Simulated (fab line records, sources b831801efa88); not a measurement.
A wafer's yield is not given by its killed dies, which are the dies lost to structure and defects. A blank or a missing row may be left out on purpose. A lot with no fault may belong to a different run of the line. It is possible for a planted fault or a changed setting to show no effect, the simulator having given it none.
fab line records    flow sky130
record lots=14  wafers=42  last_day=50
route steps=708 shown VIA3@597 METAL4@600 CAP2M@606 VIA4@641
lots untouched by any fault: they come from a run of this same line in which no faults occurred
start_h: start of the lot's first displayed wafer, in hours after the record's first day    wait_h: time in hours since the lot's previous step    " unchanged from the row above    L1.1+2: a single row standing in for several wafers    - no value present, or no start provided    * or withheld: withheld    < > ~ a bound
route shown NAME@n: names a module that has steps shown in the file, with the first one's number in the route    usual: the fault-free wafers' mean and standard deviation    same: alike in all rows    chamber/n: place in a boat    sites: readings site by site    _std_site: the values' standard deviation    _edge_site: the outer-site mean with the inner-site mean subtracted    radius_mm: how far each site lies from the wafer's centre    mask NAME#n: copy n    behind: the tool/chamber that last shaped the wafer    hold: why the lot was held/for how many hours/how that ended    device: whichever transistor did not switch (one of n, p or np)    end of line: at the end of the route, the tests of the same wafers    a step without rows: its recipe alone    killed: count of dies lost to structure and defects at first sort (not the wafer's yield)    map: a wafer's dies, marking killed ones x, the rest . and places with no die _
set.NAME: the setting as run; set.NAME@STEP: as run at that earlier step    model.NAME: the simulator's own value behind a step, which no gauge read
the route's steps for a sample of lots (tables are steps, rows are wafers)
services: when a tool's chamber went out of use (start_h, in hours from the record's first day, below 0 if earlier), for how many hours, and the reason
## steps
# step SKY_VIA3_CMP_24
# recipe stop_on=SiO2  t_overpolish_s=20  down_force_psi=3.5  platen_rpm=60  target_thk_nm=0  pad_velocity_m_s=0.94248
# usual edge_zone_pressure_frac=1.000/0.0051  motor_current_A=11.8/0.75  overpolish_run_s=19.999/0.0095  platen_rpm=60.00/0.04  time_to_endpoint_s=94/4.4
lot.wafer  tool    chamber  start_h  wait_h  edge_zone_pressure_frac  motor_current_A  overpolish_run_s  platen_rpm  time_to_endpoint_s
L793.2     cmp-02  3        911.30   0.0     0.997                    10.9             20.004            59.98       92
L793.4     "       0        "        "       1.001                    12.1             20.001            60.04       96
L793.6     "       3        "        "       0.998                    10.7             20.015            60.00       90
L795.3     cmp-01  0        930.25   0.0     1.010                    11.0             20.009            60.03       95
L795.4     "       1        "        "       1.002                    11.3             20.003            59.96       99
L795.5     "       1        "        "       1.006                    11.2             19.998            59.98       96
L796.3     cmp-01  0        943.94   0.1     0.996                    11.5             20.002            59.95       90
L796.4     "       1        "        "       1.001                    11.1             19.971            59.96       95
L796.1     "       2        "        "       0.996                    12.0             19.992            60.02       92
L798.4     cmp-01  3        954.77   0.1     1.004                    12.0             20.004            59.93       89
L798.2     "       0        "        "       1.001                    11.4             20.003            59.97       94
L798.5     "       2        "        "       1.003                    12.8             19.990            60.07       94
L799.3     cmp-02  2        962.99   0.1     1.001                    13.2             19.994            60.03       101
L799.1     "       3        "        "       0.998                    11.3             19.999            59.99       93
L799.6     "       0        "        "       1.004                    11.8             19.991            59.98       103
L800.4     cmp-01  3        974.95   0.1     1.000                    11.2             20.001            59.93       88
L800.3     "       1        "        "       0.997                    11.5             20.007            60.03       93
L800.5     "       3        "        "       0.991                    11.8             19.995            59.95       89
L805.2     cmp-02  2        1006.51  0.1     0.997                    13.2             19.999            59.94       93
L805.1     "       3        "        "       0.992                    10.7             19.998            59.96       88
L805.3     "       0        "        "       0.998                    11.7             19.996            60.00       94
L809.1     cmp-01  1        1061.47  0.1     1.013                    11.6             19.979            60.07       92
L809.3     "       2        "        "       0.998                    13.0             20.027            60.01       91
L809.2     "       3        "        "       1.002                    11.3             19.993            60.03       87
L811.4     cmp-02  0        1071.59  0.0     0.999                    13.2             20.005            60.00       96
L811.2     "       2        "        "       0.996                    12.9             20.007            59.96       99
L811.3     "       3        "        "       1.006                    10.6             20.001            60.01       91
L812.1     cmp-01  1        1073.21  0.1     0.995                    11.5             20.008            59.96       92
L812.5     "       0        "        "       0.998                    11.0             20.010            59.99       88
L812.6     "       1        "        "       1.001                    11.6             20.002            59.96       90
L814.1     cmp-02  2        1082.50  0.1     1.003                    13.0             19.994            59.98       97
L814.3     "       3        "        "       1.000                    10.4             20.012            59.99       94
L814.4     "       1        "        "       1.008                    11.5             19.983            59.96       103
L813.3     cmp-02  3        1088.62  0.0     0.995                    10.7             20.009            60.03       90
L813.2     "       0        "        "       1.001                    12.2             20.001            60.00       97
L813.1     "       2        "        "       0.999                    12.4             20.015            60.00       94
L816.3     cmp-01  2        1089.18  0.0     1.002                    12.3             19.994            60.03       95
L816.1     "       3        "        "       1.000                    11.7             20.005            59.93       89
L816.6     "       3        "        "       1.004                    11.1             19.993            59.95       95
L815.4     cmp-01  3        1094.61  0.0     1.010                    11.8             19.998            59.99       91
L815.3     "       0        "        "       1.001                    11.7             19.985            59.99       90
L815.5     "       3        "        "       0.998                    11.3             19.982            59.99       91
# step SKY_METAL4_SPUTTER_02
# recipe material=AlCu  target_thk_nm=735  power_w=10600  time_s=39.1  chamber_pressure_pa=0.4
# usual throttle_valve_pct=30.2/1.2
lot.wafer  tool            chamber  start_h  wait_h  throttle_valve_pct
L793.2     pvd_sputter-03  -        911.65   0.0     32.0
L793.4     "               -        "        "       30.4
L793.6     "               -        "        "       30.7
L795.3     pvd_sputter-03  -        930.60   0.0     30.7
L795.4     "               -        "        "       29.0
L795.5     "               -        "        "       29.2
L796.1     pvd_sputter-03  -        944.24   0.0     30.4
L796.3     "               -        "        "       28.8
L796.4     "               -        "        "       30.9
L798.2     pvd_sputter-01  -        955.07   0.0     29.9
L798.4     "               -        "        "       31.7
L798.5     "               -        "        "       30.4
L799.1     pvd_sputter-01  -        963.24   0.0     29.8
L799.3     "               -        "        "       31.3
L799.6     "               -        "        "       28.0
L800.3     pvd_sputter-01  -        975.25   0.0     28.1
L800.4     "               -        "        "       31.4
L800.5     "               -        "        "       27.9
L805.1     pvd_sputter-01  -        1006.81  0.0     28.4
L805.2     "               -        "        "       31.4
L805.3     "               -        "        "       30.0
L809.1     pvd_sputter-04  -        1061.77  0.0     31.6
L809.2     "               -        "        "       30.4
L809.3     "               -        "        "       29.4
L811.2     pvd_sputter-04  -        1071.94  0.0     29.5
L811.3     "               -        "        "       30.1
L811.4     "               -        "        "       31.7
L812.1     pvd_sputter-03  -        1073.51  0.0     30.8
L812.5     "               -        "        "       32.4
L812.6     "               -        "        "       30.5
L814.1     pvd_sputter-03  -        1082.85  0.0     30.8
L814.3     "               -        "        "       32.3
L814.4     "               -        "        "       30.5
L813.1     pvd_sputter-01  -        1088.97  0.0     29.9
L813.2     "               -        "        "       31.5
L813.3     "               -        "        "       30.6
L816.1     pvd_sputter-01  -        1089.53  0.0     31.6
L816.3     "               -        "        "       28.2
L816.6     "               -        "        "       28.3
L815.3     pvd_sputter-04  -        1094.96  0.0     29.4
L815.4     "               -        "        "       29.5
L815.5     "               -        "        "       29.5
# step SKY_CAP2M_RS_MEAS_03
# recipe thk_meas_gauge=four-point-probe  reads=TiN_of_CAP2M_SPUTTER_02
# usual CAP2M_TIN_RS=6.92/0.072
lot.wafer  tool           chamber  start_h  wait_h  CAP2M_TIN_RS[ohm/sq]
L793.2     film_metro-03  -        911.96   0.1     6.85
L793.4     "              -        "        "       6.87
L793.6     "              -        "        "       6.89
L795.3     film_metro-01  -        930.93   0.1     6.89
L795.4     "              -        "        "       6.92
L795.5     "              -        "        "       6.86
L796.1     film_metro-01  -        944.53   0.1     7.12
L796.3     "              -        "        "       6.99
L796.4     "              -        "        "       6.96
L798.2     film_metro-03  -        955.38   0.1     6.81
L798.4     "              -        "        "       6.80
L798.5     "              -        "        "       6.88
L799.1     film_metro-01  -        963.54   0.1     6.89
L799.3     "              -        "        "       6.85
L799.6     "              -        "        "       6.92
L800.3     film_metro-03  -        975.59   0.1     6.83
L800.4     "              -        "        "       6.89
L800.5     "              -        "        "       6.86
L805.1     film_metro-01  -        1007.11  0.1     6.85
L805.2     "              -        "        "       6.85
L805.3     "              -        "        "       6.96
L809.1     film_metro-01  -        1062.06  0.1     6.93
L809.2     "              -        "        "       6.93
L809.3     "              -        "        "       6.93
L811.2     film_metro-04  -        1072.26  0.1     7.03
L811.3     "              -        "        "       6.91
L811.4     "              -        "        "       6.90
L812.1     film_metro-01  -        1073.80  0.1     6.98
L812.5     "              -        "        "       6.92
L812.6     "              -        "        "       6.96
L814.1     film_metro-04  -        1083.15  0.1     6.84
L814.3     "              -        "        "       6.84
L814.4     "              -        "        "       6.89
L813.1     film_metro-01  -        1089.27  0.1     6.97
L813.2     "              -        "        "       7.01
L813.3     "              -        "        "       6.97
L816.1     film_metro-01  -        1089.82  0.1     7.01
L816.3     "              -        "        "       6.91
L816.6     "              -        "        "       7.03
L815.3     film_metro-04  -        1095.30  0.1     7.02
L815.4     "              -        "        "       6.93
L815.5     "              -        "        "       6.96
# step SKY_VIA4_CMP_02
# recipe material=SiO2  down_force_psi=4  platen_rpm=60  pad_velocity_m_s=0.94248
# usual edge_zone_pressure_frac=1.000/0.0052  motor_current_A=12.8/0.85  platen_rpm=60.00/0.043
lot.wafer  tool    chamber  start_h  wait_h  edge_zone_pressure_frac  motor_current_A  platen_rpm
L793.4     cmp-02  3        963.80   0.0     1.002                    11.5             60.01
L793.2     "       1        "        "       0.998                    11.9             60.02
L793.6     "       0        "        "       1.005                    13.2             59.94
L795.3     cmp-01  1        982.65   0.0     0.991                    11.5             59.99
L795.4     "       3        "        "       1.001                    12.4             60.03
L795.5     "       1        "        "       0.996                    12.0             59.99
L796.4     cmp-02  3        994.65   0.0     1.004                    11.2             60.01
L796.3     "       1        "        "       1.002                    12.2             60.02
L796.1     "       2        "        "       0.993                    14.0             59.97
L798.4     cmp-02  2        1005.58  0.1     1.000                    13.4             59.97
L798.2     "       0        "        "       1.001                    13.2             59.96
L798.5     "       1        "        "       0.998                    12.5             60.04
L799.3     cmp-02  1        1012.13  0.0     1.000                    12.2             60.00
L799.1     "       0        "        "       1.008                    13.6             60.00
L799.6     "       2        "        "       0.987                    14.9             59.97
L800.4     cmp-02  3        1022.62  0.0     0.997                    11.4             60.03
L800.3     "       0        "        "       1.003                    13.3             59.98
L800.5     "       0        "        "       0.997                    13.2             60.02
L805.3     cmp-01  2        1053.21  0.0     0.996                    12.9             59.98
L805.2     "       0        "        "       1.012                    12.3             59.97
L805.1     "       1        "        "       1.005                    11.8             60.06
L809.2     cmp-02  2        1104.64  0.1     1.000                    14.2             59.96
L809.1     "       3        "        "       0.999                    11.7             60.01
L809.3     "       0        "        "       1.004                    13.3             59.99
L811.2     cmp-02  1        1114.39  0.1     1.005                    12.9             60.07
L811.4     "       2        "        "       0.998                    14.2             60.06
L811.3     "       3        "        "       1.004                    12.1             60.02
L812.1     cmp-02  0        1116.18  0.1     1.006                    13.1             59.98
L812.6     "       0        "        "       1.001                    13.9             60.05
L812.5     "       1        "        "       0.995                    12.5             59.92
L814.4     cmp-01  0        1125.25  0.0     1.003                    12.8             60.02
L814.1     "       1        "        "       1.002                    12.8             60.03
L814.3     "       2        "        "       1.002                    13.5             59.98
L813.2     cmp-01  0        1129.49  0.1     1.003                    12.3             60.00
L813.3     "       1        "        "       1.001                    12.9             60.10
L813.1     "       2        "        "       0.996                    13.3             59.99
L816.1     cmp-01  1        1130.52  0.1     0.997                    13.0             60.01
L816.3     "       2        "        "       0.997                    13.1             59.93
L816.6     "       2        "        "       0.991                    13.5             59.96
L815.3     cmp-02  1        1137.33  0.4     1.000                    12.9             59.99
L815.4     "       2        "        "       1.002                    14.7             60.00
L815.5     "       0        "        "       1.002                    14.0             60.04
# step SKY_VIA4_BOW_MEAS_03
# recipe mode=bow
# usual VIA4_BOW=77/7.8
lot.wafer  tool           chamber  start_h  wait_h  hold                      VIA4_BOW[um]
L793.2     film_metro-04  -        964.12   0.2     -                         78
L793.4     "              -        "        "       -                         62
L793.6     "              -        "        "       -                         87
L795.3     film_metro-02  -        982.99   0.3     -                         82
L795.4     "              -        "        "       -                         73
L795.5     "              -        "        "       -                         70
L796.1     film_metro-02  -        994.97   0.1     -                         77
L796.3     "              -        "        "       -                         71
L796.4     "              -        "        "       -                         81
L798.2     film_metro-04  -        1005.85  0.1     -                         80
L798.4     "              -        "        "       -                         77
L798.5     "              -        "        "       -                         77
L799.1     film_metro-04  -        1012.43  0.1     await_dispo/0.2h/release  79
L799.3     "              -        "        "       await_dispo/0.2h/release  80
L799.6     "              -        "        "       await_dispo/0.2h/release  64
L799.1     film_metro-04  -        1012.71  0.3     -                         -
L799.3     "              -        "        "       -                         -
L799.6     "              -        "        "       -                         -
L800.3     film_metro-02  -        1022.96  0.2     await_dispo/0.2h/release  85
L800.4     "              -        "        "       await_dispo/0.2h/release  84
L800.5     "              -        "        "       await_dispo/0.2h/release  84
L800.3     film_metro-02  -        1023.35  0.4     -                         -
L800.4     "              -        "        "       -                         -
L800.5     "              -        "        "       -                         -
L805.1     film_metro-04  -        1053.51  0.1     -                         80
L805.2     "              -        "        "       -                         68
L805.3     "              -        "        "       -                         79
L809.1     film_metro-03  -        1104.94  0.2     -                         88
L809.2     "              -        "        "       -                         80
L809.3     "              -        "        "       -                         87
L811.2     film_metro-02  -        1114.66  0.2     -                         83
L811.3     "              -        "        "       -                         79
L811.4     "              -        "        "       -                         76
L812.1     film_metro-04  -        1116.48  0.2     -                         79
L812.5     "              -        "        "       -                         73
L812.6     "              -        "        "       -                         54
L814.1     film_metro-04  -        1125.55  0.2     -                         94
L814.3     "              -        "        "       -                         84
L814.4     "              -        "        "       -                         90
L813.1     film_metro-04  -        1129.74  0.1     -                         75
L813.2     "              -        "        "       -                         74
L813.3     "              -        "        "       -                         85
L816.1     film_metro-02  -        1130.82  0.2     -                         68
L816.3     "              -        "        "       -                         79
L816.6     "              -        "        "       -                         75
L815.3     film_metro-03  -        1137.57  0.2     -                         62
L815.4     "              -        "        "       -                         73
L815.5     "              -        "        "       -                         63
# step SKY_VIA4_ETCH_12
# recipe target=SiO2  chemistry=C4F8/O2/Ar  stop_on=TiN  mask_material=NOVOLAK  source_w=1500  bias_w=1200  pressure_mtorr=40  c4f8_flow_sccm=withheld  O2_flow_sccm=6  Ar_flow_sccm=300  time_s=withheld  target_depth_a=5800
# usual chamber_pressure_mTorr=40.00/0.035  oes_product_au=0.926/0.0045
lot.wafer  tool         chamber  start_h  wait_h  chamber_pressure_mTorr  oes_product_au
L793.2     rie_diel-01  3        987.46   0.0     39.95                   0.924
L793.4     "            3        "        "       40.02                   0.934
L793.6     "            0        "        "       39.99                   0.919
L795.3     rie_diel-03  0        1005.58  0.0     40.01                   0.928
L795.4     "            1        "        "       39.96                   0.925
L795.5     "            3        "        "       40.02                   0.916
L796.1     rie_diel-01  2        1017.18  0.0     39.99                   0.926
L796.3     "            3        "        "       40.01                   0.928
L796.4     "            2        "        "       39.98                   0.925
L798.2     rie_diel-01  2        1028.86  0.0     39.96                   0.932
L798.4     "            2        "        "       39.99                   0.919
L798.5     "            0        "        "       40.01                   0.927
L799.1     rie_diel-04  1        1034.92  0.0     40.01                   0.979
L799.3     "            3        "        "       39.97                   0.975
L799.6     "            3        "        "       39.96                   0.971
L800.3     rie_diel-03  2        1043.92  0.0     40.01                   0.963
L800.4     "            0        "        "       39.90                   0.976
L800.5     "            2        "        "       40.02                   0.966
L805.1     rie_diel-04  2        1075.21  0.0     39.95                   0.924
L805.2     "            0        "        "       39.91                   0.919
L805.3     "            3        "        "       39.99                   0.927
L809.1     rie_diel-04  2        1124.56  0.0     39.99                   0.923
L809.2     "            0        "        "       40.04                   0.935
L809.3     "            3        "        "       40.01                   0.931
L811.2     rie_diel-01  2        1133.48  0.0     40.00                   0.928
L811.3     "            0        "        "       39.96                   0.925
L811.4     "            1        "        "       39.97                   0.921
L812.1     rie_diel-03  3        1134.58  0.0     40.04                   0.931
L812.5     "            2        "        "       39.98                   0.921
L812.6     "            1        "        "       39.97                   0.929
L814.1     rie_diel-04  2        1143.66  0.0     40.04                   0.915
L814.3     "            0        "        "       39.98                   0.925
L814.4     "            3        "        "       39.95                   0.927
L813.1     rie_diel-03  2        1147.36  0.0     39.96                   0.931
L813.2     "            0        "        "       39.99                   0.925
L813.3     "            3        "        "       39.99                   0.927
L816.1     rie_diel-04  0        1148.62  0.0     39.96                   0.928
L816.3     "            1        "        "       40.00                   0.927
L816.6     "            0        "        "       39.98                   0.924
L815.3     rie_diel-01  2        1154.92  0.0     40.00                   0.932
L815.4     "            0        "        "       39.97                   0.918
L815.5     "            0        "        "       40.01                   0.927
## services
tool            chamber  start_h  hours  kind
cmp-01          -        887.32   1.3    repair
cmp-01          -        892.62   13.6   pm
cmp-02          -        906.44   1.8    repair
rie_diel-01     -        906.66   1.5    repair
rie_diel-01     0        906.69   19.8   repair
cmp-01          -        913.40   4.0    pm
cmp-02          -        918.30   0.5    repair
rie_diel-04     2        918.76   6.1    repair
pvd_sputter-01  -        939.47   6.4    repair
cmp-01          -        944.64   1.3    repair
cmp-02          -        946.01   2.4    repair
cmp-02          -        954.34   1.3    repair
cmp-01          -        970.09   0.9    repair
rie_diel-01     1        1005.26  24.7   repair
rie_diel-01     3        1029.71  4.7    repair
cmp-01          -        1043.31  2.8    pm
cmp-01          -        1074.36  5.0    repair
cmp-02          -        1084.00  4.0    pm
pvd_sputter-01  -        1090.19  5.0    repair
cmp-01          -        1104.32  0.6    repair
cmp-02          -        1118.19  3.8    pm
cmp-02          -        1124.90  6.2    repair
cmp-01          -        1137.76  5.4    repair
cmp-01          -        1154.79  0.9    repair
## key
first_sign step=SKY_VIA4_BOW_MEAS_03  reading=visit  direction=added
effect step=SKY_VIA4_ETCH_12  reading=oes_product_au  direction=up  sigmas=10  usual=0.926  struck=0.972
met_at SKY_VIA4_CMP_02
struck_lots L799,L800
sort_left_out L799.1,L799.3,L799.6,L800.3,L800.4,L800.5
not_acting_at SKY_VIA3_CMP_24,SKY_METAL4_SPUTTER_02,SKY_CAP2M_RS_MEAS_03
onset_between 1005.58 1012.13
fault kind=process_parameter_drift  tool=cmp-02  chamber=-  onset_h=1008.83  steps=SKY_VIA4_CMP_02  channel=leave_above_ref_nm  offset=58  shape=step  end_h=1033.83  acts_in=these_recipes_only  stated=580
# sort_left_out: the simulated sort isn't trusted on such a fault, so these wafers' sort isn't shown, and their yield isn't known
